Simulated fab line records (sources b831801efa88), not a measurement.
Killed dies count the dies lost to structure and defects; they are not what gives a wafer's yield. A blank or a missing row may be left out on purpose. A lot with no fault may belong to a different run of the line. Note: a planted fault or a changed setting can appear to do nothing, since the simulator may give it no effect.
Which tool was responsible?    flow gf180mcu    at 1 step of a route of 602, 6 lots with 18 wafers sampled

## WHAT THE GAUGES SHOWED, per wafer
GF_M1_THK_MEAS_06: measures by xrf.
lot   measured      on             M1_ALCU_THK (nm)
L291  day 19 06:48  film metro-02  441 436 439
L296  day 21 00:39  film metro-01  435 438 438
L300  day 22 11:53  film metro-01  444 440 426
L302  day 23 00:08  film metro-04  435 438 434
L304  day 23 15:03  film metro-04  438 431 438
L307  day 24 10:19  film metro-02  435 439 441

## WHICH TOOL RAN EACH LOT (tool, then ch and the chambers of the sampled wafers, then the start)
There is no process step in the record ahead of these readings.

## THE ANSWER, worked out from the rows above alone
Rule: what is usual is taken from the lots themselves. Put in order of their means at a reading, lots are off if they are a third of the lots or fewer, leave a main group of 4 or more, and stand apart from it by a gap of 3 or more times the standard deviation of the main group's means; of several such gaps the widest counts. If all means in a main group match to the digits the tables above print for the reading, that group is not used. Also off: a lot with no number at a reading for which 4 or more lots have one. Where the step has rows for the other lots, those lots are counted as sound.
No lot is off on any of the readings shown, so nothing can be concluded from this.

## WHAT HAD BEEN PUT IN BY THE SIMULATOR
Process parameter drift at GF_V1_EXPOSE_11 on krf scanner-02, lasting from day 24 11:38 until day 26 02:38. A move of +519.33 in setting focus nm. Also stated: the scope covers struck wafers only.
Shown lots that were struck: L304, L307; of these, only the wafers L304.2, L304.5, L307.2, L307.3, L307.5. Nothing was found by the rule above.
